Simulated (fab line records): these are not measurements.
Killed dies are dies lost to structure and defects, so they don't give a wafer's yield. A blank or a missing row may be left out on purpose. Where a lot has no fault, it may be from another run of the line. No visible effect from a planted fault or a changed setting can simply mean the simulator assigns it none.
Comparing a struck lot with a sound one || flow sky130 || 15 out of 708 route steps
Sound: these wafers, L690.1, L690.5, L690.6. The struck wafers were L705.2, L705.5, L705.6. At the end, the cause is stated.
Per side, at each step with rows, come the tool, then ch with its chambers, and then its first start. Under that, the readings that differ: sound wafers || struck wafers || difference of the means || sigmas: that difference in standard deviations of wafers without a fault.
alike: words and numbers the same on both sides, and readings whose means are apart by under 2 such deviations; not compared: readings that were withheld, readings missing a value for some wafer, numbers with overlapping values and no deviation given by the record, and bounds like >300 which may hide the same value.
Wherever a step has rows on one side only, a row that says differs or no value, or a row with sigmas, the two part there. Numbers that don't overlap but have no deviation are shown without sigmas and don't part them. A reading that every wafer of one side lacks parts them only if that side has two wafers or more.

first, 6 steps without rows for these wafers: SKY_GATE_OXIDE_HMDS_04 (prime time 60 s); SKY_GATE_OXIDE_COAT_05 (resist thk 1140 nm); SKY_GATE_OXIDE_SOFTBAKE_06 (time 60 s); SKY_GATE_OXIDE_EXPOSE_07 (exposes mask LVOM, target cd 600 nm); SKY_GATE_OXIDE_PEB_08; SKY_GATE_OXIDE_DEVELOP_09 (develop time 60 s).
SKY_GATE_OXIDE_OVL_MEAS_10:
  sound on overlay-01, day 15 08:44; struck on overlay-02, day 20 10:05
  alike: GATE_OXIDE_OVL
then, 2 steps without rows for these wafers: SKY_GATE_OXIDE_IMPLANT_11; SKY_GATE_OXIDE_WET_ETCH_12 (etches SiO2 in dHF, target depth 16.8 nm, time 336 s).
SKY_GATE_OXIDE_STRIP_13: strips in O2/N2.
  sound on plasma asher-04 ch 0,1, day 15 09:02; struck on plasma asher-01 ch 0,1, day 20 10:22
  alike: chamber pressure mTorr, drypump motor current A, o2 flow sccm, oes product au, strip time to endpoint s
  not compared: rf hours counter h
SKY_GATE_OXIDE_TW_MEAS_14:
  sound on film metro-04, day 15 09:08; struck on film metro-02, day 20 10:29
{"reading": "GATE_OXIDE_TW", "sound": "227.8 227.7 227.1", "struck": "221.1 222.1 222.0", "difference": -5.8, "sigmas": -3}
then, 1 step without rows for these wafers: SKY_GATE_OXIDE_CLEAN_15 (cleans in SC1/SC2, time 150 s).
SKY_GATE_OXIDE_OXIDATION_16: stabilise 600 s, purge 300 s, target thk 3.57 nm.
  sound on furnace-01 ch 0, day 15 10:34; struck on furnace-02 ch 0, day 20 10:35
{"reading": "model.SiO2_of_GATE_OXIDE_OXIDATION_01.thk nm (nm)", "sound": "11.65 11.65 11.6", "struck": "12.21 12.28 12.41", "difference": "+0.67", "sigmas": ""}
  alike: spike tc bottom C, spike tc centre C, spike tc top C, zone power lower pct
then, 1 step without rows for these wafers: SKY_POLY_GATE_CVD_00 (deposits poly-Si, target thk 180 nm, time 720 s).
-- here the record skips 30 days between the struck wafers' starts before and after, leaving off in module POLY_GATE and picking up in module PAD_OPEN (first step shown: number 708 of the route) --
SKY_PAD_OPEN_PROBE_99:
  sound on prober-02, day 46 19:56; struck on prober-02, day 50 01:13
{"reading": "model.etest.nfet_16v.r on ohm um", "sound": "1.399e+04 1.399e+04 1.41e+04", "struck": "1.475e+04 1.487e+04 1.488e+04", "difference": "+8.067e+02", "sigmas": ""}
{"reading": "model.etest.pfet_16v.r on ohm um", "sound": "1.498e+04 1.487e+04 1.548e+04", "struck": "1.616e+04 1.607e+04 1.625e+04", "difference": "+1.050e+03", "sigmas": ""}
{"reading": "model.etest.pfet g5v0d10v5.r on ohm um", "sound": "4768 4725 4761", "struck": "5256 5174 5283", "difference": "+486", "sigmas": ""}
{"reading": "model.etest.tip sonos.rs ohm sq", "sound": "2571 2613 2586", "struck": "2774 2782 2820", "difference": "+202", "sigmas": ""}
{"reading": "model.etest.nfet g5v0d10v5.r on ohm um", "sound": "1913 1884 1918", "struck": "2046 2012 2073", "difference": "+139", "sigmas": ""}
{"reading": "model.etest.nfet_01v8.r on ohm um", "sound": "850.9 845.5 858.6", "struck": "913.8 902.7 926.1", "difference": "+62.5", "sigmas": ""}
{"reading": "model.etest.nfet_01v8_lvt.drive ua um", "sound": "562.3 558.4 552", "struck": "533.9 529.2 528.7", "difference": -27.0, "sigmas": ""}
  alike: killed_at_M0_to_M3, killed_at_M4_up, killed at contacts, killed at front end, killed at other, killed dies, killed open, killed short
  not compared: model.etest.pfet_01v8.r on ohm um

## WHERE THEY PART
At SKY_GATE_OXIDE_TW_MEAS_14 and nowhere else, as far as this record goes. Later steps at which nothing parts them and some readings are alike: SKY_GATE_OXIDE_OXIDATION_16, SKY_PAD_OPEN_PROBE_99.

WHY: the cause the simulator had injected
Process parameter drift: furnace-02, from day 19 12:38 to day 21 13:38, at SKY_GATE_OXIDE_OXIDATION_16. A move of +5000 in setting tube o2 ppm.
